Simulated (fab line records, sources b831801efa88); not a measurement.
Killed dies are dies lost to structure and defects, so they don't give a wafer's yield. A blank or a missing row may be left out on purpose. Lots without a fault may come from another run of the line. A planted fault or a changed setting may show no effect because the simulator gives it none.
Chamber matching | flow sky130 | SKY_VIA4_CMP_21 on cmp-01: 4 sister chambers
The step polishes, stops on SiO2, t overpolish 25 s, target thk 0 nm. 4 wafers are shown with their chamber, then 11 later ones without.

WAFERS WITH THEIR CHAMBER
wafer  | chamber | motor_current_A (A)
L087.1 | 2       | 12.6
L087.6 | 1       | 10.3
L091.5 | 0       | 12.2
L095.1 | 3       | 11.4

WAFERS WITHOUT THEIR CHAMBER
wafer  | motor_current_A (A)
L095.3 | 12.1
L095.5 | 11.6
L094.1 | 12.8
L094.3 | 11.3
L094.6 | 11.7
L096.2 | 11.5
L096.4 | 11.8
L096.6 | 11.5
L097.2 | 10.5
L097.3 | 12.5
L097.6 | 11.7

WHICH CHAMBER EACH WENT THROUGH
wafer  | from the rows above          | in truth
L095.3 | can't be placed: 0 or 2      | 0
L095.5 | can't be placed: 3 or 0      | 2
L094.1 | can't be placed: 2 or 0      | 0
L094.3 | 3                            | 3
L094.6 | can't be placed: 3 or 0      | 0
L096.2 | 3                            | 3
L096.4 | can't be placed: 0 or 3 or 2 | 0
L096.6 | 3                            | 3
L097.2 | 1                            | 1
L097.3 | can't be placed: 2 or 0      | 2
L097.6 | can't be placed: 3 or 0      | 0
Placed correctly: 4 of 11. Can't be placed from these rows: 7 (the true chamber is among the candidates in 6). Placed wrongly: 0.
How it was worked out, from the rows above alone: a wafer's distance from a chamber is the root of the sum, over the readings, of the square of ((its reading less the chamber's mean) divided by the reading's scatter). The wafer belongs to the nearest chamber; if the next one is less than 2 further off, it can't be placed. A chamber's mean is the mean of its shown wafers. The scatter: with one shown wafer a chamber, the root of the mean of the squares of how far each hidden wafer lies from its nearest shown one.
